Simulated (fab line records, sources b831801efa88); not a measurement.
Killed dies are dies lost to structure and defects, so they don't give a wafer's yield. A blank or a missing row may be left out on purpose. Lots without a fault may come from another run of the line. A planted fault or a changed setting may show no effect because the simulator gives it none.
A struck lot beside a sound one | flow sky130 | 14 steps out of a route of 708
Sound: wafers L483.1, L483.4, L483.5. Struck: wafers L478.1, L478.4, L478.5. The cause comes at the end.
At each step with rows: each side's tool, then ch and its chambers, then its first start. Under that, the readings that differ: sound wafers | struck wafers | difference of the means | sigmas: that difference in standard deviations of wafers without a fault.
alike: readings whose means differ by less than 2 such deviations, and words and numbers that are the same on both sides. not compared: withheld readings, readings that some wafer has no value for, bounds like >300 that may hide the same value, and numbers for which the record gives no deviation and whose values overlap.
The two part at a step that has a row with sigmas, a row that says differs or no value, or rows on one side only. Numbers that don't overlap but have no deviation are shown without sigmas and don't part them. A reading that every wafer of one side lacks parts them only if that side has two wafers or more.

SKY_VIA2_STRIP_16: strips in O2/N2.
  sound on plasma_asher-02 ch 0,1, day 41 19:40; struck on plasma_asher-03 ch 0,1, day 40 09:28
  alike: drypump_motor_current_A, oes_product_au, strip_time_to_endpoint_s
  not compared: rf_hours_counter_h
then, 4 steps without rows for these wafers: SKY_VIA2_STRIP_17 (strips in post etch residue remover, time 1200 s); SKY_VIA2_CLEAN_18 (cleans in IPA, time 180 s); SKY_VIA2_CLEAN_19 (cleans in O3/DIW); SKY_VIA2_SPUTTER_20 (material TiN, target thk 20 nm, time 80 s).
SKY_VIA2_CVD_21: deposits W, target thk 420 nm, time 126.4 s.
  sound on cvd_w-01 ch 0,1, day 41 20:19; struck on cvd_w-01 ch 0,1, day 40 10:08
  alike: heater_power_w, susceptor_temp_C
SKY_VIA2_RS_MEAS_22: measures by four-point-probe.
  sound on film_metro-02, day 41 20:27; struck on film_metro-02, day 40 10:16
  alike: VIA2_W_RS
SKY_VIA2_THK_MEAS_23: measures by xrf.
  sound on film_metro-02, day 41 20:34; struck on film_metro-02, day 40 10:23
  alike: VIA2_W_THK
SKY_VIA2_CMP_24: polishes, stops on SiO2, t overpolish 20 s, target thk 0 nm.
  sound on cmp-02 ch 0,2, day 41 21:29; struck on cmp-01 ch 0,1,2, day 40 10:32
  alike: motor_current_A, overpolish_run_s, platen_rpm, slurry_flow_ml_min, time_to_endpoint_s
then, 1 step without rows for these wafers: SKY_METAL3_SPUTTER_00 (material Ti, target thk 15 nm, time 10 s).
SKY_METAL3_SPUTTER_01: material TiN, target thk 20 nm, time 16.7 s.
  sound on pvd_sputter-03, day 41 21:48; struck on pvd_sputter-03, day 40 10:46
  alike: cathode_dc_power_W, chamber_pressure_pa, throttle_valve_pct
SKY_METAL3_SPUTTER_02: material AlCu, target thk 735 nm, time 39.1 s.
  sound on pvd_sputter-03, day 41 21:50; struck on pvd_sputter-03, day 40 10:47
  alike: cathode_dc_power_W, chamber_pressure_pa, throttle_valve_pct
SKY_METAL3_SPUTTER_03: material Ti, target thk 5 nm, time 3.3 s.
  sound on pvd_sputter-03, day 41 21:52; struck on pvd_sputter-03, day 40 10:49
  no value came back on the struck wafers for cathode_dc_power_W (W), chamber_pressure_pa (Pa), throttle_valve_pct (%); on the sound wafers cathode_dc_power_W (W) reads 3000.0 3000.2 3001.0
then, 1 step without rows for these wafers: SKY_METAL3_SPUTTER_04 (material TiN, target thk 70 nm, time 58.3 s).

WHERE THEY PART
Only at SKY_METAL3_SPUTTER_03, within this record.

WHY: what the simulator had put in
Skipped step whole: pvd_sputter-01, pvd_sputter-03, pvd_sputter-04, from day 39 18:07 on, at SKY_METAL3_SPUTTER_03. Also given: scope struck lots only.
